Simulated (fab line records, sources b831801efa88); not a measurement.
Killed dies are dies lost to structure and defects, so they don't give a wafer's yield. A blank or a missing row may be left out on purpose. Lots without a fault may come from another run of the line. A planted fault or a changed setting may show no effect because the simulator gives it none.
fab line records | flow sfq_line
record lots=5 wafers=23
route steps=325 shown INCOMING@2 L0@7 L0V@24 M0@32 I0@47 M1@62 I1@78 M2@93 I2@110
start_h: hours from the record's first day to the start of the lot's first wafer shown | wait_h: hours since the lot's step before | " the same as in the row above | L1.1+2: a row that stands for several wafers | - no value, or no start given | * or withheld: withheld | < > ~ a bound
route shown NAME@n: a module of which the file shows steps, and the number in the route of the first | usual: mean/standard deviation of fault-free wafers | same: alike in all rows | chamber/n: place in a boat | sites: the reading at each site | _std_site: their standard deviation | _edge_site: outer sites' mean less inner sites' | radius_mm: how far each site lies from the wafer's centre | mask NAME#n: copy n | behind: the tool/chamber that last shaped the wafer | hold: why the lot was held/for how many hours/how that ended | device: the transistor (n, p or np) that didn't switch | end of line: the same wafers' tests at the end of the route | a step without rows: its recipe alone | killed: dies lost to structure and defects at the first sort, not the wafer's yield | map: a wafer's dies, x killed, . not, _ none there
set.NAME: the setting as run; set.NAME@STEP: as run at that earlier step | model.NAME: the simulator's own value behind a step, which no gauge read
lots whose settings were changed on purpose; a table a step, a row a wafer
## steps
# step SFQ_TRILAYER_INCOMING_OXIDATION_002
# recipe temp_c=1000 ambient=H2O target_thk_a=5000 p_h2o_torr=720 ox_time_s=4939
# columns lot.wafer tool chamber start_h wait_h set.temp_c model.SiO2_of_TRILAYER_INCOMING_OXIDATION_002.thk_nm
L075.1 - - - 0.1 1021 590.5
L075.3 " - " " 1021 592.9
L075.4 " - " " 1021 589.9
L075.5 " - " " 1021 580.9
L075.6 " - " " 1021 589.4
L079.1 furnace-01 0 35.12 0.1 1000 494.9
L079.4 " 0 " " 1000 508.1
L079.6 " 0 " " 1000 503.7
L080.1 - - - 0.1 1000 492.6
L080.3 " - " " 1000 493.1
L080.4 " - " " 1000 499.9
L080.5 " - " " 1000 488.9
L080.6 " - " " 1000 500.3
L081.1 - - - 0.1 1020 579.1
L081.2 " - " " 1020 567.4
L081.3 " - " " 1020 581.1
L081.4 " - " " 1020 578.9
L081.6 " - " " 1020 583.8
L085.2 - - - 0.1 1000 508.5
L085.3 " - " " 1000 499.9
L085.4 " - " " 1000 505.9
L085.5 " - " " 1000 511.9
L085.6 " - " " 1000 510.9
# step SFQ_TRILAYER_L0_LITHO_COAT_005
# recipe resist=KrF spin_rpm=3000 resist_thk_nm=600
# columns lot.wafer tool chamber start_h wait_h set.spin_rpm model.KrF_of_TRILAYER_L0_LITHO_COAT_005.thk_nm
L075.1 litho_track-03 0 18.04 0.2 3074 591.8
L075.3 " 0 " " 3000 600.4
L075.4 " 0 " " 3074 590.9
L075.5 " 0 " " 3000 599.5
L075.6 " 0 " " 3074 592.5
L079.1 litho_track-03 0 38.04 0.2 3000 597.8
L079.4 " 0 " " 3000 595.6
L079.6 " 0 " " 3000 598.1
L080.1 litho_track-04 0 43.04 0.2 3076 590.4
L080.3 " 0 " " 3000 599.4
L080.4 " 0 " " 3076 591.2
L080.5 " 0 " " 3000 597.9
L080.6 " 0 " " 3000 597.6
L081.1 litho_track-01 0 48.04 0.2 3000 604.6
L081.2 " 0 " " 3000 604.4
L081.3+4 " 0 " " 3000 604.2
L081.6 " 0 " " 3000 604.3
L085.2 litho_track-04 0 68.09 0.2 3000 599.3
L085.3+4 " 0 " " 3218 580.9
L085.5 " 0 " " 3000 600.7
L085.6 " 0 " " 3000 599.9
# step SFQ_TRILAYER_L0_BARC_OPEN_METAL_ETCH_010
# recipe mask_material=PR chemistry=O2 target_depth_nm=125 target=BARC icp_w=600 bias_w=80 pressure_mtorr=10 time_s=41.7
# columns lot.wafer tool chamber start_h wait_h set.icp_w set.spin_rpm@TRILAYER_L0_LITHO_COAT_005 model.KrF_of_TRILAYER_L0_LITHO_COAT_005.thk_nm
L075.1 rie_metal-01 0 78.51 0.1 600 3074 514
L075.3 " 1 " " 600 3000 523.5
L075.4 " 0 " " 600 3074 513.2
L075.5 " 1 " " 600 3000 523
L075.6 " 0 " " 600 3074 514.7
L079.1+6 rie_metal-01 0 102.43 0.1 600 3000 520
L079.4 " 0 " " 600 3000 517.5
L080.1 rie_metal-01 1 112.81 0.1 633.5 3076 511.9
L080.3 " 1 " " 600 3000 523.2
L080.4 " 0 " " 600 3076 513.1
L080.5 " 1 " " 600 3000 522
L080.6 " 0 " " 633.5 3000 516.6
L081.1 rie_metal-03 0 116.41 0.1 600 3000 527.7
L081.2 " 1 " " 573.7 3000 528.1
L081.3 " 1 " " 600 3000 526.1
L081.4 " 0 " " 573.7 3000 529.9
L081.6 " 1 " " 600 3000 525.9
L085.2 rie_metal-03 1 141.61 0.1 564.2 3000 523.6
L085.3 " 1 " " 600 3218 502.6
L085.4 " 0 " " 564.2 3218 506.7
L085.5 " 0 " " 564.2 3000 526.1
L085.6 " 1 " " 600 3000 521.4
# step SFQ_TRILAYER_L0_VIA_BARC_OPEN_VIA_ETCH_021
# recipe mask_material=PR chemistry=O2 target_depth_nm=125 target=BARC source_w=500 bias_w=80 pressure_mtorr=30 time_s=41.7
# columns lot.wafer tool chamber start_h wait_h set.time_s model.KrF_of_TRILAYER_L0_VIA_LITHO_COAT_013.thk_nm
L075.1 rie_diel-01 0 152.44 0.0 41.7 574
L075.3 " 3 " " 45.92 569.6
L075.4 " 2 " " 41.7 573.5
L075.5 " 2 " " 45.92 568.4
L075.6 " 3 " " 45.92 569.2
L079.1 rie_diel-02 0 186.42 0.0 41.7 573.6
L079.4 " 2 " " 41.7 574
L079.6 " 3 " " 41.7 573.4
L080.1 rie_diel-03 2 203.22 0.0 41.7 575.9
L080.3 " 1 " " 41.7 577.2
L080.4 " 0 " " 45.06 572.3
L080.5 " 0 " " 41.7 575.7
L080.6 " 3 " " 45.06 571.3
L081.1 rie_diel-01 2 204.42 0.0 41.7 574.8
L081.2 " 0 " " 38.44 580.8
L081.3 " 1 " " 41.7 576.9
L081.4 " 3 " " 38.44 580.6
L081.6 " 0 " " 38.44 579.6
L085.2 rie_diel-03 3 227.25 0.0 41.7 573.2
L085.3 " 0 " " 41.7 572.6
L085.4 " 2 " " 41.7 574.4
L085.5 " 0 " " 41.7 574.5
L085.6 " 3 " " 41.7 572
# step SFQ_TRILAYER_L0_VIA_ETCH_VIA_ETCH_016
# recipe target=SiO2 stop_on=MoNx_KI mask_material=PR chemistry=CHF3 target_depth_nm=80 source_w=500 bias_w=80 pressure_mtorr=30 time_s=withheld
# columns lot.wafer tool chamber start_h wait_h set.time_s@TRILAYER_L0_VIA_BARC_OPEN_VIA_ETCH_021 model.KrF_of_TRILAYER_L0_VIA_LITHO_COAT_013.thk_nm
L075.1 rie_diel-01 0 152.48 0.0 * 560.7
L075.3 " 3 " " * 556
L075.4 " 2 " " * 559.6
L075.5 " 2 " " * 554.6
L075.6 " 3 " " * 555.7
L079.1 rie_diel-02 0 186.46 0.0 * 559.8
L079.4 " 2 " " * 560.7
L079.6 " 3 " " * 559.5
L080.1 rie_diel-03 2 203.26 0.0 * 562.3
L080.3 " 1 " " * 564.1
L080.4 " 0 " " * 558.4
L080.5 " 0 " " * 561.8
L080.6 " 3 " " * 557.7
L081.1 rie_diel-01 2 204.46 0.0 * 560.9
L081.2 " 0 " " * 567.4
L081.3 " 1 " " * 563.3
L081.4 " 3 " " * 566.9
L081.6 " 0 " " * 566.1
L085.2 rie_diel-03 3 227.29 0.0 * 559.1
L085.3 " 0 " " * 558.9
L085.4+5 " 2,0 " " * 560.8
L085.6 " 3 " " * 558.2
# step SFQ_TRILAYER_M0_LITHO_COAT_026
# recipe resist=BARC spin_rpm=3000 resist_thk_nm=62
# columns lot.wafer tool chamber start_h wait_h set.spin_rpm model.BARC_of_TRILAYER_M0_LITHO_COAT_026.thk_nm
L075.1+5 litho_track-02 0 153.60 0.1 3000 62.05
L075.3 " 0 " " 2882 63.34
L075.4 " 0 " " 2882 63.21
L075.6 " 0 " " 3000 61.95
L079.1 litho_track-01 0 187.57 0.1 3000 61.85
L079.4 " 0 " " 3000 61.78
L079.6 " 0 " " 3000 61.9
L080.1+3 litho_track-02 0 204.37 0.1 3000 62.22
L080.4 " 0 " " 3000 62.55
L080.5 " 0 " " 3000 62.29
L080.6 " 0 " " 3000 62.26
L081.1 litho_track-03 0 205.57 0.1 3124 60.97
L081.2 " 0 " " 3124 60.89
L081.3 " 0 " " 3000 61.84
L081.4 " 0 " " 3000 62.17
L081.6 " 0 " " 3124 60.71
L085.2 litho_track-02 0 228.47 0.1 3000 61.79
L085.3 " 0 " " 3142 60.36
L085.4 " 0 " " 3142 60.47
L085.5 " 0 " " 3142 60.25
L085.6 " 0 " " 3000 61.99
# step SFQ_TRILAYER_M0_LITHO_EXPOSE_022
# recipe mask_id=M0 na=0.6 source_shape=conventional sigma_outer=0.65 target_cd_nm=500 dose_mj=14.4
# columns lot.wafer tool chamber start_h wait_h mask set.dose_mj
L075.1+6 krf_scanner-01 0 237.71 - M0#0 14.4
L075.3+4+5 " 0 " " M0#0 15.33
L079.1+4+6 krf_scanner-02 0 283.11 - M0#0 14.4
L080.1+3+4 krf_scanner-02 0 307.11 - M0#0 14.4
L080.5+6 " 0 " " M0#0 15.04
L081.1+3+4 krf_scanner-02 0 309.51 - M0#0 14.4
L081.2+6 " 0 " " M0#0 13.9
L085.2+3+4+5+6 krf_scanner-01 0 344.43 - M0#0 14.4
# step SFQ_TRILAYER_M0_LITHO_PEB_024
# recipe peb_temp_c=115 peb_time_s=60 resist=KrF
# step SFQ_TRILAYER_M0_LITHO_DEVELOP_023
# recipe time_s=60 resist=KrF
# step SFQ_TRILAYER_M0_BARC_OPEN_METAL_ETCH_031
# recipe mask_material=PR chemistry=O2 target_depth_nm=125 target=BARC icp_w=600 bias_w=80 pressure_mtorr=10 time_s=41.7
# columns lot.wafer tool chamber start_h wait_h set.dose_mj@TRILAYER_M0_LITHO_EXPOSE_022 model.M0.cd_nm
L075.1 rie_metal-04 1 239.25 0.0 14.4 499.5
L075.3 " 1 " " 15.33 489.4
L075.4 " 1 " " 15.33 488.8
L075.5 " 1 " " 15.33 489.3
L075.6 " 1 " " 14.4 499.3
L079.1 rie_metal-04 0 284.65 0.0 14.4 499.3
L079.4 " 1 " " 14.4 501.5
L079.6 " 0 " " 14.4 498.2
L080.1 rie_metal-01 1 308.65 0.0 14.4 501.8
L080.3 " 1 " " 14.4 501
L080.4 " 0 " " 14.4 499.4
L080.5 " 1 " " 15.04 493.7
L080.6 " 0 " " 15.04 492.6
L081.1 rie_metal-02 1 311.05 0.0 14.4 500.1
L081.2 " 0 " " 13.9 504.9
L081.3 " 1 " " 14.4 499.1
L081.4 " 0 " " 14.4 498.1
L081.6 " 1 " " 13.9 504.1
L085.2 rie_metal-04 0 345.76 0.0 14.4 500.2
L085.3 " 1 " " 14.4 500.7
L085.4 " 0 " " 14.4 499.9
L085.5 " 1 " " 14.4 501.8
L085.6 " 0 " " 14.4 499.7
# step SFQ_TRILAYER_I0_VIA_LITHO_COAT_036
# recipe resist=BARC spin_rpm=3000 resist_thk_nm=62
# columns lot.wafer tool chamber start_h wait_h set.resist_thk_nm model.BARC_of_TRILAYER_I0_VIA_LITHO_COAT_036.thk_nm
L075.1 litho_track-01 0 249.41 1.0 59.93 60.15
L075.3 " 0 " " 62 62.33
L075.4 " 0 " " 59.93 60.06
L075.5 " 0 " " 59.93 59.91
L075.6 " 0 " " 62 62.14
L079.1 litho_track-01 0 290.01 1.0 62 62.18
L079.4 " 0 " " 62 62.12
L079.6 " 0 " " 62 61.97
L080.1 litho_track-04 0 314.01 1.0 62 62.08
L080.3 " 0 " " 62 62.03
L080.4 " 0 " " 62 61.81
L080.5 " 0 " " 62 62.01
L080.6 " 0 " " 62 61.94
L081.1 litho_track-01 0 316.41 1.0 62 62.09
L081.2 " 0 " " 62 61.94
L081.3 " 0 " " 64.19 64.26
L081.4 " 0 " " 64.19 64.33
L081.6 " 0 " " 64.19 64.2
L085.2 litho_track-04 0 351.43 0.8 65.4 65.85
L085.3 " 0 " " 62 62.13
L085.4 " 0 " " 65.4 65.6
L085.5 " 0 " " 62 62.1
L085.6 " 0 " " 62 62.38
# step SFQ_TRILAYER_M1_LITHO_COAT_044
# recipe resist=BARC spin_rpm=3000 resist_thk_nm=62
# columns lot.wafer tool chamber start_h wait_h set.spin_rpm model.BARC_of_TRILAYER_M1_LITHO_COAT_044.thk_nm
L075.1+4 litho_track-03 0 329.08 0.1 2833 63.94
L075.3 " 0 " " 2833 63.95
L075.5 " 0 " " 3000 62.18
L075.6 " 0 " " 3000 62.28
L079.1 litho_track-03 0 334.09 0.1 3000 62.05
L079.4 " 0 " " 3000 62.07
L079.6 " 0 " " 3000 62.1
L080.1 litho_track-03 0 335.08 0.1 3000 62.03
L080.3 " 0 " " 3066 61.31
L080.4 " 0 " " 3066 61.47
L080.5 " 0 " " 3066 61.29
L080.6 " 0 " " 3000 62.06
L081.1 litho_track-04 0 336.28 0.1 3000 62.19
L081.2 " 0 " " 2857 63.83
L081.3 " 0 " " 2857 63.77
L081.4 " 0 " " 3000 62.12
L081.6 " 0 " " 3000 62.05
L085.2 litho_track-03 0 354.95 0.1 3000 62.07
L085.3 " 0 " " 3000 62.14
L085.4 " 0 " " 2903 63.25
L085.5 " 0 " " 2903 63.06
L085.6 " 0 " " 3000 62.32
# step SFQ_TRILAYER_M1_BARC_OPEN_METAL_ETCH_054
# recipe mask_material=PR chemistry=O2 target_depth_nm=125 target=BARC icp_w=600 bias_w=80 pressure_mtorr=10 time_s=41.7
# columns lot.wafer tool chamber start_h wait_h set.time_s model.KrF_of_TRILAYER_M1_LITHO_COAT_039.thk_nm
L075.1 rie_metal-03 1 457.39 0.0 41.7 526.3
L075.3 " 1 " " 45.57 520.2
L075.4 " 0 " " 45.57 523
L075.5 " 0 " " 41.7 526
L075.6 " 1 " " 41.7 525.6
L079.1 rie_metal-01 0 469.39 0.0 41.7 522.3
L079.4 " 0 " " 41.7 521.9
L079.6 " 1 " " 41.7 522.7
L080.1 rie_metal-02 1 470.59 0.0 45.6 518.6
L080.3 " 0 " " 41.7 522.9
L080.4 " 1 " " 45.6 517.5
L080.5 " 1 " " 41.7 524.9
L080.6 " 0 " " 41.7 523.9
L081.1 rie_metal-01 1 472.99 0.0 37.47 529.2
L081.2 " 0 " " 41.7 521.7
L081.3 " 0 " " 37.47 528.7
L081.4 " 1 " " 41.7 525.6
L081.6 " 1 " " 37.47 531
L085.2 rie_metal-03 1 495.61 0.0 41.7 521.8
L085.3 " 1 " " 41.7 523.3
L085.4 " 1 " " 44.9 519.7
L085.5 " 1 " " 41.7 523.8
L085.6 " 1 " " 44.9 520.6
# step SFQ_TRILAYER_I1_VIA_LITHO_COAT_049
# recipe resist=KrF spin_rpm=3000 resist_thk_nm=650
# columns lot.wafer tool chamber start_h wait_h set.spin_rpm model.KrF_of_TRILAYER_I1_VIA_LITHO_COAT_049.thk_nm
L075.1 litho_track-03 0 464.87 0.2 3000 649.1
L075.3 " 0 " " 3161 634.9
L075.4 " 0 " " 3000 651.4
L075.5 " 0 " " 3161 634.5
L075.6 " 0 " " 3161 634.3
L079.1 litho_track-04 0 475.07 0.2 3000 648.7
L079.4 " 0 " " 3000 649.8
L079.6 " 0 " " 3000 649
L080.1 litho_track-03 0 476.27 0.2 3000 648.9
L080.3 " 0 " " 3000 650.5
L080.4 " 0 " " 3000 649.6
L080.5 " 0 " " 2826 671.1
L080.6 " 0 " " 2826 669.9
L081.1 litho_track-02 0 478.65 0.2 3000 652
L081.2 " 0 " " 3093 643.3
L081.3 " 0 " " 3000 652.4
L081.4 " 0 " " 3093 643.1
L081.6 " 0 " " 3093 644.2
L085.2 litho_track-02 0 502.08 0.2 3000 650.5
L085.3 " 0 " " 2934 657.8
L085.4 " 0 " " 2934 656.6
L085.5 " 0 " " 2934 657.1
L085.6 " 0 " " 3000 652.9
# step SFQ_TRILAYER_I1_VIA_BARC_OPEN_VIA_ETCH_071
# recipe mask_material=PR chemistry=O2 target_depth_nm=125 target=BARC source_w=500 bias_w=80 pressure_mtorr=30 time_s=41.7
# columns lot.wafer tool chamber start_h wait_h set.time_s set.spin_rpm@TRILAYER_I1_VIA_LITHO_COAT_049 model.KrF_of_TRILAYER_I1_VIA_LITHO_COAT_049.thk_nm
L075.1 rie_diel-04 1 468.04 0.0 41.7 3000 571.1
L075.3 " 2 " " 46.03 3161 552
L075.4 " 0 " " 46.03 3000 570.4
L075.5 " 0 " " 46.03 3161 552.5
L075.6 " 3 " " 41.7 3161 557.8
L079.1 rie_diel-01 0 477.05 0.0 41.7 3000 570.3
L079.4 " 3 " " 41.7 3000 572.3
L079.6 " 3 " " 41.7 3000 571.6
L080.1 rie_diel-04 0 478.25 0.0 41.7 3000 573.1
L080.3 " 1 " " 41.7 3000 572.4
L080.4 " 2 " " 37.8 3000 576.5
L080.5 " 0 " " 37.8 2826 599.3
L080.6 " 3 " " 37.8 2826 598.1
L081.1 rie_diel-03 0 480.64 0.0 41.7 3000 576
L081.2 " 2 " " 41.7 3093 566.9
L081.3 " 1 " " 43.46 3000 573.4
L081.4 " 2 " " 43.46 3093 564.7
L081.6 " 1 " " 43.46 3093 565.5
L085.2 rie_diel-03 2 504.11 0.0 43.63 3000 571.6
L085.3 " 0 " " 43.63 2934 579.3
L085.4 " 1 " " 41.7 2934 580.3
L085.5 " 0 " " 41.7 2934 580.5
L085.6 " 2 " " 41.7 3000 576.3
# step SFQ_TRILAYER_M2_LITHO_COAT_057
# recipe resist=KrF spin_rpm=3000 resist_thk_nm=600
# columns lot.wafer tool chamber start_h wait_h set.resist_thk_nm model.KrF_of_TRILAYER_M2_LITHO_COAT_057.thk_nm
L075.1 litho_track-03 0 469.56 0.2 571.9 572.7
L075.3 " 0 " " 571.9 570.3
L075.4 " 0 " " 600 600.4
L075.5 " 0 " " 571.9 571.6
L075.6 " 0 " " 600 600.6
L079.1 litho_track-03 0 479.21 0.2 600 599.9
L079.4 " 0 " " 600 601.8
L079.6 " 0 " " 600 598.4
L080.1 litho_track-02 0 480.38 0.2 600 597.2
L080.3 " 0 " " 600 597.9
L080.4 " 0 " " 600 598.7
L080.5 " 0 " " 600 597.6
L080.6 " 0 " " 600 598.2
L081.1 litho_track-01 0 482.77 0.2 600 602
L081.2 " 0 " " 600 600.9
L081.3 " 0 " " 577.5 577.6
L081.4 " 0 " " 577.5 577
L081.6 " 0 " " 600 600.7
L085.2 litho_track-02 0 505.69 0.2 600 600.2
L085.3 " 0 " " 600 598.7
L085.4 " 0 " " 600 601.1
L085.5 " 0 " " 600 599.9
L085.6 " 0 " " 600 599.5
# step SFQ_TRILAYER_I2_VIA_LITHO_EXPOSE_068
# recipe mask_id=I2 na=0.6 source_shape=conventional sigma_outer=0.65 target_cd_nm=500 dose_mj=21.3
# columns lot.wafer tool chamber start_h wait_h mask set.dose_mj
L075.1+4+6 krf_scanner-01 0 767.40 - I2#0 22.22
L075.3+5 " 0 " " I2#0 21.3
L079.1+4+6 krf_scanner-02 0 780.84 - I2#0 21.3
L080.1+4 krf_scanner-02 0 782.04 - I2#0 22.83
L080.3+5+6 " 0 " " I2#0 21.3
L081.1+4 krf_scanner-02 0 783.24 - I2#0 20.64
L081.2+3+6 " 0 " " I2#0 21.3
L085.2+3+4 krf_scanner-02 0 806.24 - I2#0 19.71
L085.5+6 " 0 " " I2#0 21.3
# step SFQ_TRILAYER_I2_VIA_LITHO_PEB_070
# recipe peb_temp_c=115 peb_time_s=60 resist=KrF
# step SFQ_TRILAYER_I2_VIA_LITHO_DEVELOP_069
# recipe time_s=60 resist=KrF
# step SFQ_TRILAYER_I2_VIA_BARC_OPEN_VIA_ETCH_096
# recipe mask_material=PR chemistry=O2 target_depth_nm=125 target=BARC source_w=518.3 bias_w=80 pressure_mtorr=30 time_s=41.7
# columns lot.wafer tool chamber start_h wait_h set.dose_mj@TRILAYER_I2_VIA_LITHO_EXPOSE_068 model.I2.cd_nm
L075.1 rie_diel-04 1 768.94 0.0 22.22 507.9
L075.3 " 0 " " 21.3 500.1
L075.4 " 1 " " 22.22 506.1
L075.5 " 1 " " 21.3 501.2
L075.6 " 0 " " 22.22 507.2
L079.1 rie_diel-02 2 782.38 0.0 21.3 499.5
L079.4 " 3 " " 21.3 497.6
L079.6 " 3 " " 21.3 499.1
L080.1 rie_diel-04 2 783.58 0.0 22.83 512
L080.3 " 0 " " 21.3 500.6
L080.4 " 3 " " 22.83 512.5
L080.5 " 3 " " 21.3 501
L080.6 " 0 " " 21.3 499.7
L081.1 rie_diel-02 3 784.78 0.0 20.64 495.4
L081.2 " 0 " " 21.3 502
L081.3 " 1 " " 21.3 500
L081.4 " 2 " " 20.64 494.5
L081.6 " 2 " " 21.3 500.7
L085.2 rie_diel-02 2 807.58 0.0 19.71 489.3
L085.3 " 1 " " 19.71 487.3
L085.4 " 3 " " 19.71 485.9
L085.5 " 1 " " 21.3 501.1
L085.6 " 2 " " 21.3 501.3
# step SFQ_TRILAYER_I2_VIA_ETCH_VIA_ETCH_070
# recipe target=SiO2 stop_on=Nb mask_material=PR taper_deg=20 chemistry=CHF3 target_depth_nm=260 source_w=500 bias_w=80 pressure_mtorr=30 time_s=withheld
# columns lot.wafer tool chamber start_h wait_h set.bias_w set.dose_mj@TRILAYER_I2_VIA_LITHO_EXPOSE_068 model.I2.cd_nm
L075.1 rie_diel-04 1 769.00 0.0 80 22.22 509.5
L075.3 " 0 " " 80 21.3 499.3
L075.4 " 1 " " 70.97 22.22 506.8
L075.5 " 1 " " 70.97 21.3 502.8
L075.6 " 0 " " 70.97 22.22 505.8
L079.1 rie_diel-02 2 782.42 0.0 80 21.3 499.5
L079.4 " 3 " " 80 21.3 500.6
L079.6 " 3 " " 80 21.3 502.7
L080.1 rie_diel-04 2 783.62 0.0 72.21 22.83 513.1
L080.3 " 0 " " 80 21.3 500.2
L080.4 " 3 " " 72.21 22.83 509.9
L080.5 " 3 " " 72.21 21.3 498.3
L080.6 " 0 " " 80 21.3 500
L081.1 rie_diel-02 3 784.82 0.0 80 20.64 497.8
L081.2 " 0 " " 72.63 21.3 500.5
L081.3 " 1 " " 80 21.3 501.3
L081.4 " 2 " " 72.63 20.64 493.9
L081.6 " 2 " " 80 21.3 500.2
L085.2 rie_diel-02 2 807.62 0.0 86.54 19.71 486
L085.3 " 1 " " 80 19.71 486.6
L085.4 " 3 " " 86.54 19.71 485.8
L085.5 " 1 " " 80 21.3 500.2
L085.6 " 2 " " 80 21.3 497.6
## key
split step=SFQ_TRILAYER_INCOMING_OXIDATION_002 setting=temp_c stated=1000 by=lot
response step=SFQ_TRILAYER_INCOMING_OXIDATION_002 reading=model.SiO2_of_TRILAYER_INCOMING_OXIDATION_002.thk_nm change=+40 per=1% r=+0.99
split step=SFQ_TRILAYER_L0_LITHO_COAT_005 setting=spin_rpm stated=3000 by=wafer
response step=SFQ_TRILAYER_L0_LITHO_COAT_005 reading=model.KrF_of_TRILAYER_L0_LITHO_COAT_005.thk_nm change=-2.72 per=1% r=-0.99
response step=SFQ_TRILAYER_L0_BARC_OPEN_METAL_ETCH_010 reading=model.KrF_of_TRILAYER_L0_LITHO_COAT_005.thk_nm change=-2.78 per=1% r=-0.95
split step=SFQ_TRILAYER_L0_BARC_OPEN_METAL_ETCH_010 setting=icp_w stated=600 by=wafer
response none clear
split step=SFQ_TRILAYER_L0_VIA_BARC_OPEN_VIA_ETCH_021 setting=time_s stated=41.7 by=wafer
response step=SFQ_TRILAYER_L0_VIA_BARC_OPEN_VIA_ETCH_021 reading=model.KrF_of_TRILAYER_L0_VIA_LITHO_COAT_013.thk_nm change=-0.517 per=1% r=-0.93
response step=SFQ_TRILAYER_L0_VIA_ETCH_VIA_ETCH_016 reading=model.KrF_of_TRILAYER_L0_VIA_LITHO_COAT_013.thk_nm change=-0.535 per=1% r=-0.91
split step=SFQ_TRILAYER_M0_LITHO_COAT_026 setting=spin_rpm stated=3000 by=wafer
response step=SFQ_TRILAYER_M0_LITHO_COAT_026 reading=model.BARC_of_TRILAYER_M0_LITHO_COAT_026.thk_nm change=-0.309 per=1% r=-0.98
split step=SFQ_TRILAYER_M0_LITHO_EXPOSE_022 setting=dose_mj stated=14.4 by=wafer
response step=SFQ_TRILAYER_M0_BARC_OPEN_METAL_ETCH_031 reading=model.M0.cd_nm change=-1.61 per=1% r=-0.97
split step=SFQ_TRILAYER_I0_VIA_LITHO_COAT_036 setting=resist_thk_nm stated=62 by=wafer
response step=SFQ_TRILAYER_I0_VIA_LITHO_COAT_036 reading=model.BARC_of_TRILAYER_I0_VIA_LITHO_COAT_036.thk_nm change=+0.644 per=1% r=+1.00
split step=SFQ_TRILAYER_M1_LITHO_COAT_044 setting=spin_rpm stated=3000 by=wafer
response step=SFQ_TRILAYER_M1_LITHO_COAT_044 reading=model.BARC_of_TRILAYER_M1_LITHO_COAT_044.thk_nm change=-0.322 per=1% r=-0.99
split step=SFQ_TRILAYER_M1_BARC_OPEN_METAL_ETCH_054 setting=time_s stated=41.7 by=wafer
response step=SFQ_TRILAYER_M1_BARC_OPEN_METAL_ETCH_054 reading=model.KrF_of_TRILAYER_M1_LITHO_COAT_039.thk_nm change=-0.529 per=1% r=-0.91
split step=SFQ_TRILAYER_I1_VIA_LITHO_COAT_049 setting=spin_rpm stated=3000 by=wafer
response step=SFQ_TRILAYER_I1_VIA_LITHO_COAT_049 reading=model.KrF_of_TRILAYER_I1_VIA_LITHO_COAT_049.thk_nm change=-3.17 per=1% r=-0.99
response step=SFQ_TRILAYER_I1_VIA_BARC_OPEN_VIA_ETCH_071 reading=model.KrF_of_TRILAYER_I1_VIA_LITHO_COAT_049.thk_nm change=-3.57 per=1% r=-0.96
split step=SFQ_TRILAYER_I1_VIA_BARC_OPEN_VIA_ETCH_071 setting=time_s stated=41.7 by=wafer
response none in this file
split step=SFQ_TRILAYER_M2_LITHO_COAT_057 setting=resist_thk_nm stated=600 by=wafer
response step=SFQ_TRILAYER_M2_LITHO_COAT_057 reading=model.KrF_of_TRILAYER_M2_LITHO_COAT_057.thk_nm change=+6.27 per=1% r=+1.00
split step=SFQ_TRILAYER_I2_VIA_LITHO_EXPOSE_068 setting=dose_mj stated=21.3 by=wafer
response step=SFQ_TRILAYER_I2_VIA_BARC_OPEN_VIA_ETCH_096 reading=model.I2.cd_nm change=+1.72 per=1% r=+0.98
response step=SFQ_TRILAYER_I2_VIA_ETCH_VIA_ETCH_070 reading=model.I2.cd_nm change=+1.65 per=1% r=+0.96
split step=SFQ_TRILAYER_I2_VIA_ETCH_VIA_ETCH_070 setting=bias_w stated=80 by=wafer
response none clear
